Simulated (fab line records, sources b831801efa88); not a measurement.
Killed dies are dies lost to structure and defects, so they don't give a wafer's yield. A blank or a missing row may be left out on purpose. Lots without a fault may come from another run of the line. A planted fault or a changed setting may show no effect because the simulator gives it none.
Which tool did it? | flow gf180mcu | 13 lots, 39 wafers sampled, at 3 steps of a route of 602

WHAT THE GAUGES READ, wafer by wafer
GF_V1_CD_MEAS_14: target cd 260 nm. Usual: cd_nm 260.0 nm, standard deviation 1.3.
lot  | measured     | on        | cd_nm (nm)        | flag
L615 | day 18 13:46 | cd_sem-01 | 256.6 258.3 257.4 |
L616 | day 18 20:44 | cd_sem-02 | 260.5 259.8 259.4 |
L618 | day 19 22:11 | cd_sem-01 | 258.6 258.6 258.4 |
L620 | day 20 20:58 | cd_sem-01 | 260.0 259.8 260.3 |
L622 | day 21 18:27 | cd_sem-01 | 259.7 261.1 259.7 |
L624 | day 22 00:26 | cd_sem-01 | 259.5 259.2 259.8 |
L625 | day 22 17:06 | cd_sem-02 | 260.0 258.5 258.1 |
L631 | day 25 00:35 | cd_sem-01 | 260.8 262.8 261.6 |
L633 | day 25 05:03 | cd_sem-01 | 260.4 261.5 261.0 |
L634 | day 25 10:23 | cd_sem-02 | 257.9 258.9 259.0 |
L635 | day 25 22:15 | cd_sem-01 | 259.3 260.1 258.9 |
L636 | day 26 03:39 | cd_sem-01 | 260.1 260.9 259.7 |
L637 | day 26 22:55 | cd_sem-01 | 261.4 260.0 261.3 |

WHICH TOOL RAN EACH LOT (tool, then ch and the chambers of the sampled wafers, then the start)
lot  | GF_V1_CMP_04                  | GF_V1_DEVELOP_13
L615 | cmp-01 ch 0,2,3, day 17 13:58 | litho_track-04 ch 0, day 18 13:37
L616 | cmp-02 ch 0,1,2, day 17 20:34 | litho_track-04 ch 0, day 18 20:35
L618 | cmp-02 ch 1,2,3, day 18 22:19 | litho_track-03 ch 0, day 19 22:02
L620 | cmp-01 ch 0,2,3, day 19 19:55 | litho_track-04 ch 0, day 20 20:49
L622 | cmp-01 ch 0,2,3, day 20 17:19 | litho_track-02 ch 0, day 21 18:18
L624 | cmp-02 ch 0,1, day 20 23:52   | litho_track-03 ch 0, day 22 00:17
L625 | cmp-02 ch 0,2, day 21 17:56   | litho_track-02 ch 0, day 22 16:57
L631 | cmp-01 ch 1,2,3, day 24 02:58 | litho_track-03 ch 0, day 25 00:26
L633 | cmp-01 ch 1,2, day 24 06:15   | litho_track-02 ch 0, day 25 04:54
L634 | cmp-01 ch 0,1,2, day 24 12:26 | litho_track-02 ch 0, day 25 10:14
L635 | cmp-02 ch 0,2, day 25 00:55   | litho_track-04 ch 0, day 25 22:07
L636 | cmp-02 ch 0,1,3, day 25 06:04 | litho_track-02 ch 0, day 26 03:30
L637 | cmp-02 ch 0,1,3, day 26 01:30 | litho_track-04 ch 0, day 26 22:46
- GF_V1_CMP_04: polishes SiO2.
- GF_V1_DEVELOP_13: develop time 60 s.

WHAT THE TOOLS THEMSELVES READ (means of the sampled wafers that have a number; where no wafer has one, the mark that the record gives instead)
GF_V1_CMP_04. Usual: head_pressure_psi 4.001 psi, standard deviation 0.0086; motor_current_A 12.0 A, standard deviation 1.5; platen_rpm 60.00 rpm, standard deviation 0.038; time_to_endpoint_s 78 s, standard deviation 5.2.
lot  | tool   | head_pressure_psi (psi) | motor_current_A (A) | platen_rpm (rpm) | time_to_endpoint_s (s) | flag
L615 | cmp-01 | 4.006                   | 12.2                | 59.98            | 75                     |
L616 | cmp-02 | 3.999                   | 12.6                | 60.03            | 79                     |
L618 | cmp-02 | 3.993                   | 12.4                | 60.00            | 68                     |
L620 | cmp-01 | 4.000                   | 11.5                | 60.02            | 76                     |
L622 | cmp-01 | 4.000                   | 12.3                | 59.97            | 81                     |
L624 | cmp-02 | 4.001                   | 11.8                | 60.00            | 80                     |
L625 | cmp-02 | 4.000                   | 12.4                | 60.02            | 79                     |
L631 | cmp-01 | 3.997                   | 11.9                | 59.97            | 77                     |
L633 | cmp-01 | 4.003                   | 10.7                | 59.98            | 80                     |
L634 | cmp-01 | 3.998                   | 10.9                | 60.02            | 82                     |
L635 | cmp-02 | 3.995                   | 12.7                | 59.97            | 76                     |
L636 | cmp-02 | 4.001                   | 11.6                | 59.99            | 72                     |
L637 | cmp-02 | 4.000                   | 11.6                | 60.01            | 76                     |

GF_V1_DEVELOP_13. Usual: chill_plate_temp_C 22.99 C, standard deviation 0.11; developer_temp_C 21.00 C, standard deviation 0.11.
lot  | tool           | chill_plate_temp_C (C) | developer_temp_C (C) | flag
L615 | litho_track-04 | 22.99                  | 21.17                |
L616 | litho_track-04 | 22.93                  | 20.96                |
L618 | litho_track-03 | 23.19                  | 21.19                |
L620 | litho_track-04 | 22.98                  | 21.00                |
L622 | litho_track-02 | 22.99                  | 18.81                | OFF
L624 | litho_track-03 | 23.08                  | 21.11                |
L625 | litho_track-02 | 22.91                  | 18.94                | OFF
L631 | litho_track-03 | 23.03                  | 20.97                |
L633 | litho_track-02 | 22.94                  | 21.09                |
L634 | litho_track-02 | 22.93                  | 20.91                |
L635 | litho_track-04 | 23.02                  | 21.00                |
L636 | litho_track-02 | 23.15                  | 20.96                |
L637 | litho_track-04 | 23.03                  | 21.04                |

THE ANSWER, worked out from the rows above alone
Rule: a lot is off if the mean of its wafers that have a number lies more than 3 standard deviations from the usual mean. A lot without any number at a reading at which 4 lots or more have one is off too. The other lots that the step has rows for count as sound. The gauges are gone through in route order, then the tools' own readings, and for those a lot's mean is taken as printed above. The first step at which some lot is off is used, and at that step the reading that is off furthest; a lot without a number counts as furthest.
Off: L622, L625, at GF_V1_DEVELOP_13 (developer_temp_C).
A tool fits if, at that step or a process step before it, it ran every lot that is off, and no sound lot after the first of them. None of those tried fits.

WHAT THE SIMULATOR HAD PUT IN
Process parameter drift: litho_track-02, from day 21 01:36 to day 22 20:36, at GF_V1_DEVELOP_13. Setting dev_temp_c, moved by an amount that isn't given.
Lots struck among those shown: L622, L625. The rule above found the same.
